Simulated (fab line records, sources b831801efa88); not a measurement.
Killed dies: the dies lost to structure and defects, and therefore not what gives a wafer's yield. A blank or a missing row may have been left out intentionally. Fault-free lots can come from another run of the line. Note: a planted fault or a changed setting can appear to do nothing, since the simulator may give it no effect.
Which tool is to blame? :: flow sky130 :: Sampling: 10 lots, 30 wafers, 5 of 708 route steps

## WHAT THE GAUGES SHOWED, per wafer
SKY_VIA3_THK_MEAS_01. Usual: VIA3_HDPCVD_THK 1632 nm, standard deviation 15.
lot: L407
measured: day 38 09:22
on: filmMetro-03
VIA3_HDPCVD_THK (nm): 1613 1648 1624
flag: 

lot: L408
measured: day 38 19:28
on: filmMetro-04
VIA3_HDPCVD_THK (nm): 1658 1630 1639
flag: 

lot: L409
measured: day 39 07:24
on: filmMetro-02
VIA3_HDPCVD_THK (nm): 1628 1625 1620
flag: 

lot: L410
measured: day 40 01:16
on: filmMetro-04
VIA3_HDPCVD_THK (nm): 1642 1644 1647
flag: 

lot: L411
measured: day 40 01:01
on: filmMetro-04
VIA3_HDPCVD_THK (nm): 1663 1677 1670
flag: 

lot: L412
measured: day 40 10:33
on: filmMetro-04
VIA3_HDPCVD_THK (nm): 1620 1625 1642
flag: 

lot: L413
measured: day 40 12:09
on: filmMetro-03
VIA3_HDPCVD_THK (nm): 1614 1651 1644
flag: 

lot: L415
measured: day 41 05:57
on: filmMetro-02
VIA3_HDPCVD_THK (nm): 2168 2179 1624
flag: OFF

lot: L425
measured: day 44 03:38
on: filmMetro-04
VIA3_HDPCVD_THK (nm): 1609 1610 1628
flag: 

lot: L430
measured: day 45 06:35
on: filmMetro-04
VIA3_HDPCVD_THK (nm): 1653 1646 1644
flag: 

## TOOL THAT RAN EACH LOT (tool first, then ch and the chambers of the sampled wafers, then the start)
lot: L407
SKY_METAL2_DESCUM_17: rieMetal-01 ch 0,1, day 34 23:16
SKY_METAL3_SPUTTER_02: pvdSputter-02, day 36 04:31
SKY_METAL3_STRIP_19: plasmaAsher-04 ch 0,1, day 38 08:34
SKY_VIA3_HDPCVD_00: hdpcvd-01 ch 0,1,2, day 38 09:12

lot: L408
SKY_METAL2_DESCUM_17: rieMetal-04 ch 0,1, day 35 08:40
SKY_METAL3_SPUTTER_02: pvdSputter-02, day 36 14:07
SKY_METAL3_STRIP_19: plasmaAsher-02 ch 0,1, day 38 18:43
SKY_VIA3_HDPCVD_00: hdpcvd-01 ch 0,1, day 38 19:18

lot: L409
SKY_METAL2_DESCUM_17: rieMetal-02 ch 0,1, day 35 21:34
SKY_METAL3_SPUTTER_02: pvdSputter-04, day 37 02:08
SKY_METAL3_STRIP_19: plasmaAsher-02 ch 0,1, day 39 06:37
SKY_VIA3_HDPCVD_00: hdpcvd-02 ch 0,2, day 39 07:13

lot: L410
SKY_METAL2_DESCUM_17: rieMetal-01 ch 0,1, day 36 16:31
SKY_METAL3_SPUTTER_02: pvdSputter-04, day 37 21:11
SKY_METAL3_STRIP_19: plasmaAsher-02 ch 0,1, day 40 00:31
SKY_VIA3_HDPCVD_00: hdpcvd-01 ch 1,2, day 40 01:05

lot: L411
SKY_METAL2_DESCUM_17: rieMetal-04 ch 0,1, day 36 16:52
SKY_METAL3_SPUTTER_02: pvdSputter-02, day 37 21:30
SKY_METAL3_STRIP_19: plasmaAsher-03 ch 0,1, day 40 00:16
SKY_VIA3_HDPCVD_00: hdpcvd-01 ch 0,1, day 40 00:49

lot: L412
SKY_METAL2_DESCUM_17: rieMetal-02 ch 0,1, day 37 02:34
SKY_METAL3_SPUTTER_02: pvdSputter-03, day 38 07:08
SKY_METAL3_STRIP_19: plasmaAsher-02 ch 0,1, day 40 09:47
SKY_VIA3_HDPCVD_00: hdpcvd-01 ch 0,1,2, day 40 10:23

lot: L413
SKY_METAL2_DESCUM_17: rieMetal-02 ch 0,1, day 37 05:14
SKY_METAL3_SPUTTER_02: pvdSputter-03, day 38 09:50
SKY_METAL3_STRIP_19: plasmaAsher-04 ch 0,1, day 40 11:24
SKY_VIA3_HDPCVD_00: hdpcvd-01 ch 0,2, day 40 11:58

lot: L415
SKY_METAL2_DESCUM_17: rieMetal-02 ch 0,1, day 37 21:42
SKY_METAL3_SPUTTER_02: pvdSputter-02, day 39 02:35
SKY_METAL3_STRIP_19: plasmaAsher-04 ch 0,1, day 41 05:11
SKY_VIA3_HDPCVD_00: hdpcvd-01 ch 1,2, day 41 05:46

lot: L425
SKY_METAL2_DESCUM_17: rieMetal-02 ch 0,1, day 41 00:28
SKY_METAL3_SPUTTER_02: pvdSputter-04, day 42 02:55
SKY_METAL3_STRIP_19: plasmaAsher-02 ch 0,1, day 44 02:51
SKY_VIA3_HDPCVD_00: hdpcvd-02 ch 1,2, day 44 03:26

lot: L430
SKY_METAL2_DESCUM_17: rieMetal-04 ch 0,1, day 42 04:43
SKY_METAL3_SPUTTER_02: pvdSputter-02, day 43 07:22
SKY_METAL3_STRIP_19: plasmaAsher-03 ch 0,1, day 45 05:47
SKY_VIA3_HDPCVD_00: hdpcvd-01 ch 1,2, day 45 06:25
- SKY_METAL2_DESCUM_17: chemistry O2, time 8 s.
- SKY_METAL3_SPUTTER_02: material AlCu, target thk 735 nm, time 39.1 s.
- SKY_METAL3_STRIP_19: strips in O2/N2.
- SKY_VIA3_HDPCVD_00: deposits SiO2, target thk 1635 nm, time 272.5 s.

## WHAT THE TOOLS THEMSELVES READ (means of the sampled wafers that have a number; where no wafer has one, the mark that the record gives instead)
SKY_METAL2_DESCUM_17. Usual: drypumpMotorCurrentA 5.6 A, standard deviation 0.38; oesProductAu 0.995 a.u., standard deviation 0.01.
lot: L407
tool: rieMetal-01
drypumpMotorCurrentA (A): 5.1
oesProductAu (a.u.): 0.996
flag: 

lot: L408
tool: rieMetal-04
drypumpMotorCurrentA (A): 5.7
oesProductAu (a.u.): 0.995
flag: 

lot: L409
tool: rieMetal-02
drypumpMotorCurrentA (A): 5.9
oesProductAu (a.u.): 0.993
flag: 

lot: L410
tool: rieMetal-01
drypumpMotorCurrentA (A): 5.2
oesProductAu (a.u.): 0.998
flag: 

lot: L411
tool: rieMetal-04
drypumpMotorCurrentA (A): 5.7
oesProductAu (a.u.): 0.993
flag: 

lot: L412
tool: rieMetal-02
drypumpMotorCurrentA (A): 6.0
oesProductAu (a.u.): 0.989
flag: 

lot: L413
tool: rieMetal-02
drypumpMotorCurrentA (A): 5.9
oesProductAu (a.u.): 0.990
flag: 

lot: L415
tool: rieMetal-02
drypumpMotorCurrentA (A): 6.0
oesProductAu (a.u.): 0.994
flag: 

lot: L425
tool: rieMetal-02
drypumpMotorCurrentA (A): 5.9
oesProductAu (a.u.): 0.993
flag: 

lot: L430
tool: rieMetal-04
drypumpMotorCurrentA (A): 5.7
oesProductAu (a.u.): 1.001
flag: 

SKY_METAL3_SPUTTER_02. Usual: cathodeDcPowerW 10600 W, standard deviation 2; throttleValvePct 30.2 %, standard deviation 0.58.
lot: L407
tool: pvdSputter-02
cathodeDcPowerW (W): 10600
throttleValvePct (%): 30.2
flag: 

lot: L408
tool: pvdSputter-02
cathodeDcPowerW (W): 10603
throttleValvePct (%): 30.2
flag: 

lot: L409
tool: pvdSputter-04
cathodeDcPowerW (W): 10600
throttleValvePct (%): 30.8
flag: 

lot: L410
tool: pvdSputter-04
cathodeDcPowerW (W): 10599
throttleValvePct (%): 30.1
flag: 

lot: L411
tool: pvdSputter-02
cathodeDcPowerW (W): 10599
throttleValvePct (%): 30.3
flag: 

lot: L412
tool: pvdSputter-03
cathodeDcPowerW (W): 10600
throttleValvePct (%): 30.0
flag: 

lot: L413
tool: pvdSputter-03
cathodeDcPowerW (W): 10602
throttleValvePct (%): 30.4
flag: 

lot: L415
tool: pvdSputter-02
cathodeDcPowerW (W): 10601
throttleValvePct (%): 30.2
flag: 

lot: L425
tool: pvdSputter-04
cathodeDcPowerW (W): 10601
throttleValvePct (%): 30.9
flag: 

lot: L430
tool: pvdSputter-02
cathodeDcPowerW (W): 10600
throttleValvePct (%): 30.3
flag: 

SKY_METAL3_STRIP_19. Usual: drypumpMotorCurrentA 5.9 A, standard deviation 0.37; oesProductAu 0.501 a.u., standard deviation 0.0059; stripTimeToEndpointS 6.50 s, standard deviation 0.099.
lot: L407
tool: plasmaAsher-04
drypumpMotorCurrentA (A): 5.9
oesProductAu (a.u.): 0.506
stripTimeToEndpointS (s): 6.58
flag: 

lot: L408
tool: plasmaAsher-02
drypumpMotorCurrentA (A): 6.0
oesProductAu (a.u.): 0.501
stripTimeToEndpointS (s): 6.43
flag: 

lot: L409
tool: plasmaAsher-02
drypumpMotorCurrentA (A): 6.3
oesProductAu (a.u.): 0.500
stripTimeToEndpointS (s): 6.41
flag: 

lot: L410
tool: plasmaAsher-02
drypumpMotorCurrentA (A): 6.0
oesProductAu (a.u.): 0.498
stripTimeToEndpointS (s): 6.37
flag: 

lot: L411
tool: plasmaAsher-03
drypumpMotorCurrentA (A): 5.7
oesProductAu (a.u.): 0.504
stripTimeToEndpointS (s): 6.43
flag: 

lot: L412
tool: plasmaAsher-02
drypumpMotorCurrentA (A): 6.3
oesProductAu (a.u.): 0.494
stripTimeToEndpointS (s): 6.44
flag: 

lot: L413
tool: plasmaAsher-04
drypumpMotorCurrentA (A): 5.9
oesProductAu (a.u.): 0.499
stripTimeToEndpointS (s): 6.46
flag: 

lot: L415
tool: plasmaAsher-04
drypumpMotorCurrentA (A): 5.9
oesProductAu (a.u.): 0.500
stripTimeToEndpointS (s): 6.42
flag: 

lot: L425
tool: plasmaAsher-02
drypumpMotorCurrentA (A): 6.2
oesProductAu (a.u.): 0.501
stripTimeToEndpointS (s): 6.48
flag: 

lot: L430
tool: plasmaAsher-03
drypumpMotorCurrentA (A): 6.0
oesProductAu (a.u.): 0.503
stripTimeToEndpointS (s): 6.60
flag: 

## THE ANSWER, worked out from the rows above alone
Rule: take the mean of a lot's wafers that have a number; if it is more than 3 standard deviations from the usual mean, the lot is off. Also off: a lot with no number at a reading for which 4 or more lots have one. Where the step has rows for the other lots, those lots are counted as sound. First the gauges in route order, then the tools' own readings, where a lot's mean is used as printed above. The first step at which some lot is off is used, and at that step the reading that is off furthest; a lot without a number counts as furthest.
Off: L415, at SKY_VIA3_THK_MEAS_01 (VIA3_HDPCVD_THK).
If a tool, at a process step before that reading, ran all the lots that are off and no sound lot after the first of them, it fits. Gauges at SKY_VIA3_THK_MEAS_01: tried the same way as those tools. Undecided on this evidence; 2 tools fit (plasmaAsher-04 at SKY_METAL3_STRIP_19, filmMetro-02 at SKY_VIA3_THK_MEAS_01).

## WHAT THE SIMULATOR PUT IN
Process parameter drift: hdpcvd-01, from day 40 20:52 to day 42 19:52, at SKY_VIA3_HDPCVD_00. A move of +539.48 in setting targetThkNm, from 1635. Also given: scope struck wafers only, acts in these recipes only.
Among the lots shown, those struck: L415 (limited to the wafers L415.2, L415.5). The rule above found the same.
